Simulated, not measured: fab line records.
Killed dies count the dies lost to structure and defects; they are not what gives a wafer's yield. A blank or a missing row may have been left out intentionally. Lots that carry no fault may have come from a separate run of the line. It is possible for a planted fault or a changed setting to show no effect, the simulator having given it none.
A lot that was struck, set against a sound lot || flow sky130 || 17 out of 708 route steps
Sound: wafers L776.2, L776.4, L776.5. The struck wafers were L785.1, L785.2, L785.3. The cause comes at the end.
For every step that has rows: the tool of each side, followed by ch and its chambers, followed by its first start. Under that, the readings that differ: sound wafers || struck wafers || difference of the means || sigmas: that difference in standard deviations of wafers without a fault.
alike: readings with means less than 2 such deviations apart, plus words and numbers identical on both sides. not compared: withheld readings, readings lacking a value on some wafer, bounds such as >300 that could conceal the same value, and numbers that have no deviation in the record and whose values overlap.
A row with sigmas, a row that says differs or no value, or rows on one side alone: a step with any of these is where the two part. When numbers do not overlap yet have no deviation, they are printed without sigmas and do not part them. A reading that every wafer of one side lacks parts them only if that side has two wafers or more.

first, 1 step without rows for these wafers: SKY_VT_ADJUST_LVTN_IMPLANT_19.
SKY_VT_ADJUST_LVTN_STRIP_20: strips in O2/N2.
  sound on plasma asher-01 ch 0,1, day 9 11:59; struck on plasma asher-04 ch 0,1, day 12 03:33
{"reading": "drypump motor current A (A)", "sound": "5.0 5.8 5.0", "struck": "6.1 6.4 6.4", "difference": "+1.0", "sigmas": "+2"}
  alike: oes product au, strip time to endpoint s
  not compared: rf hours counter h
SKY_VT_ADJUST_LVTN_TW_MEAS_21:
  sound on film metro-03, day 9 12:05; struck on film metro-04, day 12 03:39
  alike: VT_ADJUST_LVTN_2_TW
then, 7 steps without rows for these wafers: SKY_VT_ADJUST_NCORE_DEHYDRATE_00 (time 60 s); SKY_VT_ADJUST_NCORE_HMDS_01 (prime time 60 s); SKY_VT_ADJUST_NCORE_COAT_02 (resist thk 1140 nm); SKY_VT_ADJUST_NCORE_SOFTBAKE_03 (time 60 s); SKY_VT_ADJUST_NCORE_EXPOSE_04 (exposes mask LVTN COMPLEMENT THIN, target cd 380 nm); SKY_VT_ADJUST_NCORE_PEB_05; SKY_VT_ADJUST_NCORE_DEVELOP_06 (develop time 60 s).
SKY_VT_ADJUST_NCORE_CD_MEAS_07: the cd target is 380 nm.
  sound on cd sem-01, day 10 10:02; struck on cd sem-02, day 13 04:44
  alike: cd nm
SKY_VT_ADJUST_NCORE_OVL_MEAS_08:
  sound on overlay-02, day 10 10:08; struck on overlay-01, day 13 04:52
  alike: VT_ADJUST_NCORE_OVL
SKY_VT_ADJUST_NCORE_IMPLANT_09:
  sound on implanter-02 ch 0, day 10 10:12; struck on implanter-02 ch 0, day 13 04:54
{"reading": "beam energy keV", "sound": "9.9992 10.005 9.9974", "struck": "13.476 13.477 13.477", "difference": "+3.476", "sigmas": "+99 or more"}
{"reading": "faraday current uA", "sound": "13.61 13.97 13.92", "struck": "13.11 13.87 12.77", "difference": -0.58, "sigmas": -2}
{"reading": "model.implant.rp nm (nm)", "sound": "34.25 34.25 34.25", "struck": "43.75 43.75 43.75", "difference": "+9.50", "sigmas": ""}
{"reading": "model.implant.drp nm (nm)", "sound": "17.11 17.11 17.11", "struck": "21.24 21.24 21.24", "difference": "+4.13", "sigmas": ""}
SKY_VT_ADJUST_NCORE_STRIP_10: strips in O2/N2.
  sound on plasma asher-04 ch 0,1, day 10 10:19; struck on plasma asher-01 ch 0,1, day 13 05:03
  alike: drypump motor current A, oes product au, strip time to endpoint s
  not compared: rf hours counter h
SKY_VT_ADJUST_NCORE_TW_MEAS_11:
  sound on film metro-04, day 10 10:26; struck on film metro-04, day 13 05:09
{"reading": "VT_ADJUST_NCORE_TW", "sound": "214.4 214.3 215.1", "struck": "232.0 230.9 232.4", "difference": "+17.2", "sigmas": "+9"}
then, 1 step without rows for these wafers: SKY_VT_ADJUST_HVTR_DEHYDRATE_00 (time 60 s).
-- the record jumps here: 37 days lie between the struck wafers' starts before and after (it left off in module VT_ADJUST_HVTR and takes up again in module PAD_OPEN, whose first step shown is number 708 of the route) --
SKY_PAD_OPEN_PROBE_99:
  sound on prober-01, day 48 00:59; struck on prober-02, day 50 04:46
{"reading": "model.etest.nfet_16v.r on ohm um", "sound": "1.408e+04 1.43e+04 1.425e+04", "struck": "1.448e+04 1.46e+04 1.452e+04", "difference": "+3.233e+02", "sigmas": ""}
{"reading": "model.etest.res pwell under gate.rs ohm sq", "sound": "2297 2291 2284", "struck": "2244 2255 2248", "difference": -42, "sigmas": ""}
{"reading": "model.etest.pfet_16v.drive ua um", "sound": "243.9 234.7 231.9", "struck": "251.5 246.1 250.8", "difference": "+12.6", "sigmas": ""}
{"reading": "model.etest.pfet g5v0d10v5.off log10 a um", "sound": "-13.09 -12.77 -12.78", "struck": "-11.94 -11.78 -11.99", "difference": "+0.98", "sigmas": ""}
{"reading": "model.etest.pfet g5v0d10v5.vt sat v (V)", "sound": "-0.687 -0.6662 -0.6656", "struck": "-0.5863 -0.5773 -0.5843", "difference": "+0.0903", "sigmas": ""}
{"reading": "model.etest.pfet_16v.vt v (V)", "sound": "-1.114 -1.113 -1.111", "struck": "-1.051 -1.054 -1.053", "difference": "+0.060", "sigmas": ""}
{"reading": "model.etest.pfet g5v0d10v5.vt v (V)", "sound": "-0.8742 -0.8457 -0.8538", "struck": "-0.8011 -0.803 -0.7989", "difference": "+0.0569", "sigmas": ""}
{"reading": "model.etest.pfet g5v0d10v5.vt long v (V)", "sound": "-0.9317 -0.9362 -0.9366", "struck": "-0.8933 -0.8949 -0.8924", "difference": "+0.0413", "sigmas": ""}
  alike: killed_at_M0_to_M3, killed_at_M4_up, killed at contacts, killed at front end, killed at other, killed dies, killed open, killed short

WHERE THEY PART
First at SKY_VT_ADJUST_LVTN_STRIP_20; last, within this record, at SKY_VT_ADJUST_NCORE_TW_MEAS_11. Later steps at which nothing parts them and some readings are alike: SKY_PAD_OPEN_PROBE_99.

WHY: what the simulator had put in
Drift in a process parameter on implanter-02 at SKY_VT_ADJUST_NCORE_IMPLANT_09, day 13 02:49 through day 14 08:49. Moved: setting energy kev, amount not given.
